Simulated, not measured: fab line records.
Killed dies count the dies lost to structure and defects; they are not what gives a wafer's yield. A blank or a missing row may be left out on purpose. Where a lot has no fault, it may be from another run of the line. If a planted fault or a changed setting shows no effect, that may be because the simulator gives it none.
One fault seen from 2 desks -- flow sky130 -- only its own numbers are on each desk; what lay behind them is given at the end

DESK OF THE TOOL OWNER: cvd w-02
The tool's own readings at SKY_VIA1_CVD_21 (deposits W, target thk 270 nm, time 80.902 s): means of the sampled wafers that have a number, for each lot that ran on this tool. A lot is out of limits, marked OUT, if its mean lies more than 4 standard deviations from the usual mean; the brackets give that distance.
Columns: A = chamber pressure Torr at SKY_VIA1_CVD_21, usual 40.00 Torr; B = heater power w at SKY_VIA1_CVD_21, usual 957 W
lot,first seen here,A,B
L139,day 34 20:56,40.02,1005
L144,day 36 14:42,39.94,1046
L146,day 37 05:22,44.48 (+58) OUT,1019
L147,day 37 17:02,44.55 (+59) OUT,1014
L156,day 40 06:25,39.95,1005
L157,day 40 19:26,40.02,997
L159,day 41 04:41,39.92,1018
This desk's finding: out of limits on L146, L147; first on L146, day 37 05:22 (chamber pressure Torr at SKY_VIA1_CVD_21). In limits: L139, L144, L156, L157, L159.

THE METROLOGY DESK
What the gauges read for every lot (on any tool): the sampled wafers with a number, averaged. A lot is out of limits, marked OUT, if its mean lies more than 4 standard deviations from the usual mean; the brackets give that distance.
Columns: A = METAL1_OVL at SKY_METAL1_OVL_MEAS_16, usual 0 nm; B = VIA1_W_RS at SKY_VIA1_RS_MEAS_22, usual 0.423 ohm/sq; C = VIA1_W_THK at SKY_VIA1_THK_MEAS_23, usual 273 nm; D = METAL2_ALCU_RS at SKY_METAL2_RS_MEAS_05, usual 0.1269 ohm/sq
lot,first seen here,A,B,C,D
L138,day 33 07:21,-3,0.432,267,0.1303
L139,day 33 16:21,3,0.419,274,0.1286
L143,day 35 04:01,0,0.427,267,0.1270
L144,day 35 09:49,-4,0.421,276,0.1293
L146,day 36 00:46,7,0.404,285,0.1267
L147,day 36 12:37,2,0.394 (-4.3) OUT,291,0.1248
L153,day 38 06:27,-2,0.432,267,0.1289
L155,day 38 23:57,-11,0.423,269,0.1250
L156,day 39 03:46,-4,0.421,272,0.1265
L157,day 39 17:16,1,0.418,278,0.1269
L159,day 40 01:55,-3,0.419,270,0.1259
Finding of this desk: L147 out of limits, first seen on L147 at day 37 17:08 (VIA1_W_RS at SKY_VIA1_RS_MEAS_22). In limits: L138, L139, L143, L144, L146, L153, L155, L156, L157, L159.

BROUGHT TOGETHER
On L146, L147, at day 37 05:22, an alarm was possible from the tool owner's desk.
An alarm was possible from the metrology desk at day 37 17:08, on L147.
The metrology desk holds a record of L146, inside its limits.
On cvd w-02, each named lot ran SKY_VIA1_CVD_21.

WHAT WAS PUT IN BY THE SIMULATOR
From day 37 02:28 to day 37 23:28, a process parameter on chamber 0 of cvd w-02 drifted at SKY_VIA1_CVD_21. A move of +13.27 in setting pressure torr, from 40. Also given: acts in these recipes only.
Struck lots among those shown: L146, L147.
Counting hours from when the fault started, the first reading out of limits came at 3 for the tool owner's desk and at 15 for the metrology desk.
